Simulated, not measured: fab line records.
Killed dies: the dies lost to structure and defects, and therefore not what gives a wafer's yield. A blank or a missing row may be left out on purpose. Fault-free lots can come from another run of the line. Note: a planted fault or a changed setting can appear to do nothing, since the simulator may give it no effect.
Which of the tools did it? | flow gf180mcu | Sampling: 12 lots, 36 wafers, 5 of 602 route steps

WHAT THE GAUGES READ, wafer by wafer
GF_VT_IMPLANT_OVL_MEAS_18. Usual: VT_IMPLANT_01_OVL typically reads -0.4 nm, with standard deviation 1.4.
lot  | measured     | on         | VT_IMPLANT_01_OVL (nm) | flag
L592 | day 6 11:40  | overlay-02 | 0.3 -0.5 -0.9          |
L593 | day 6 14:16  | overlay-01 | -0.4 -0.8 0.2          |
L594 | day 7 01:37  | overlay-02 | -0.6 0.6 1.0           |
L597 | day 7 22:12  | overlay-01 | 2.5 0.7 1.9            |
L599 | day 8 13:40  | overlay-02 | -2.1 -1.1 -0.1         |
L605 | day 9 19:18  | overlay-02 | - - -                  | OFF
L608 | day 10 17:16 | overlay-01 | -1.3 0.0 -1.2          |
L609 | day 10 23:57 | overlay-01 | -0.1 0.6 -0.8          |
L610 | day 11 05:07 | overlay-01 | -0.5 -0.6 -1.1         |
L612 | day 11 15:50 | overlay-02 | -2.3 -2.3 -0.9         |
L613 | day 11 23:33 | overlay-01 | -1.2 -0.6 1.1          |
L614 | day 12 04:08 | overlay-01 | 1.1 0.8 -0.7           |

GF_VT_IMPLANT_TW_MEAS_21. Usual: VT_IMPLANT_2_TW typically reads 1210, with standard deviation 6.2.
lot  | measured     | on            | VT_IMPLANT_2_TW | flag
L592 | day 6 11:58  | film-metro-04 | 1212 1212 1213  |
L593 | day 6 14:34  | film-metro-03 | 1207 1202 1199  |
L594 | day 7 01:54  | film-metro-04 | 1214 1212 1211  |
L597 | day 7 22:29  | film-metro-04 | 1212 1218 1214  |
L599 | day 8 13:56  | film-metro-02 | 1199 1201 1199  |
L605 | day 9 19:35  | film-metro-04 | 30 30 30        | OFF
L608 | day 10 17:33 | film-metro-03 | 1216 1209 1202  |
L609 | day 11 00:14 | film-metro-04 | 1218 1216 1210  |
L610 | day 11 05:23 | film-metro-04 | 1224 1214 1214  |
L612 | day 11 16:08 | film-metro-02 | 1209 1204 1202  |
L613 | day 11 23:50 | film-metro-04 | 1212 1223 1212  |
L614 | day 12 04:26 | film-metro-02 | 1200 1203 1200  |

GF_POLY_GATE_CD_MEAS_10: target cd 280 nm. Usual: cd-nm at 280.1 nm, with a standard deviation of 1.
lot  | measured     | on        | cd-nm (nm)        | flag
L592 | day 9 09:21  | cd-sem-01 | 278.9 280.6 278.4 |
L593 | day 9 11:57  | cd-sem-02 | 277.0 278.5 278.2 |
L594 | day 10 01:55 | cd-sem-01 | 281.7 281.3 281.7 |
L597 | day 11 01:49 | cd-sem-02 | 280.7 280.8 280.9 |
L599 | day 11 21:34 | cd-sem-02 | 278.4 279.5 279.5 |
L608 | day 14 07:04 | cd-sem-02 | 279.5 280.4 280.8 |
L609 | day 14 14:33 | cd-sem-02 | 280.1 279.5 279.6 |
L610 | day 14 19:45 | cd-sem-02 | 279.8 278.7 280.0 |
L612 | day 15 04:38 | cd-sem-01 | 280.9 280.3 281.6 |
L613 | day 15 11:37 | cd-sem-02 | 279.2 280.4 280.0 |
L614 | day 15 17:05 | cd-sem-01 | 279.6 279.6 279.5 |

GF_HV_LDD_THK_MEAS_55. Usual: HV_LDD_CVD_54_THK typically reads 10.00 nm, with standard deviation 0.14.
lot  | measured     | on            | HV_LDD_CVD_54_THK (nm) | flag
L592 | day 12 14:00 | film-metro-01 | 10.10 10.10 10.17      |
L593 | day 12 16:51 | film-metro-02 | 10.18 10.24 10.30      |
L594 | day 13 07:17 | film-metro-01 | 10.00 10.01 10.04      |
L597 | day 14 15:23 | film-metro-03 | 10.08 10.10 10.08      |
L599 | day 15 12:50 | film-metro-03 | 10.17 10.18 10.31      |
L608 | day 18 04:08 | film-metro-01 | 10.01 9.95 9.87        |
L609 | day 18 12:05 | film-metro-01 | 10.12 10.13 10.01      |
L610 | day 18 18:07 | film-metro-01 | 9.95 9.89 9.91         |
L612 | day 19 04:38 | film-metro-02 | 10.19 10.08 10.16      |
L613 | day 19 11:26 | film-metro-01 | 9.77 9.80 9.68         |
L614 | day 19 20:34 | film-metro-03 | 9.75 9.79 9.77         |

TOOL THAT RAN EACH LOT (tool first, then ch and the chambers of the sampled wafers, then the start)
lot  | GF_VT_IMPLANT_EXPOSE_15
L592 | iline-stepper-02 ch 0, day 6 04:31
L593 | iline-stepper-01 ch 0, day 6 07:07
L594 | iline-stepper-02 ch 0, day 6 17:39
L597 | iline-stepper-01 ch 0, day 7 14:19
L599 | iline-stepper-02 ch 0, day 8 05:49
L605 | iline-stepper-02 ch 0, day 9 10:56
L608 | iline-stepper-01 ch 0, day 10 07:47
L609 | iline-stepper-01 ch 0, day 10 14:54
L610 | iline-stepper-02 ch 0, day 10 20:53
L612 | iline-stepper-01 ch 0, day 11 07:37
L613 | iline-stepper-01 ch 0, day 11 15:29
L614 | iline-stepper-01 ch 0, day 11 19:17
- GF_VT_IMPLANT_EXPOSE_15: exposes mask Nwell LV AREA, target cd 860 nm.

AS READ BY THE TOOLS THEMSELVES (means over the sampled wafers that have a number; for cases with no such wafer, the mark the record gives instead)
GF_VT_IMPLANT_EXPOSE_15. Usual: focus-offset-nm 0.0 nm, standard deviation 0.49; stage-vel-mm-s 499.97 mm/s, standard deviation 0.22.
lot  | tool             | focus-offset-nm (nm) | stage-vel-mm-s (mm/s) | flag
L592 | iline-stepper-02 | -0.1                 | 499.92                |
L593 | iline-stepper-01 | -0.0                 | 499.87                |
L594 | iline-stepper-02 | 0.5                  | 499.98                |
L597 | iline-stepper-01 | 0.5                  | 500.17                |
L599 | iline-stepper-02 | -0.4                 | 500.16                |
L605 | iline-stepper-02 | 0.3                  | 500.12                |
L608 | iline-stepper-01 | 0.0                  | 500.13                |
L609 | iline-stepper-01 | 0.2                  | 499.94                |
L610 | iline-stepper-02 | -0.2                 | 500.08                |
L612 | iline-stepper-01 | -0.1                 | 500.13                |
L613 | iline-stepper-01 | 0.4                  | 500.11                |
L614 | iline-stepper-01 | 0.3                  | 499.99                |

THE ANSWER, worked out from the rows above alone
Rule: take the mean of a lot's wafers that have a number; if it is more than 3 standard deviations from the usual mean, the lot is off. Also off: a lot with no number at a reading for which 4 or more lots have one. The other lots that the step has rows for count as sound. Order of review: gauges by route order, followed by the tools' own readings, for which a lot's mean as printed above is used. The first step at which some lot is off is used, and at that step the reading that is off furthest; a lot without a number counts as furthest.
Off: L605, at GF_VT_IMPLANT_OVL_MEAS_18 (VT_IMPLANT_01_OVL). Without a number there: L605.
If a tool, at a process step before that reading, ran all the lots that are off and no sound lot after the first of them, it fits. Not tried: the gauges at GF_VT_IMPLANT_OVL_MEAS_18; whatever is off there is also off at GF_VT_IMPLANT_TW_MEAS_21, on other tools, and gauge error can't account for it. Not one of the candidates tried fits.

WHAT THE SIMULATOR PUT IN
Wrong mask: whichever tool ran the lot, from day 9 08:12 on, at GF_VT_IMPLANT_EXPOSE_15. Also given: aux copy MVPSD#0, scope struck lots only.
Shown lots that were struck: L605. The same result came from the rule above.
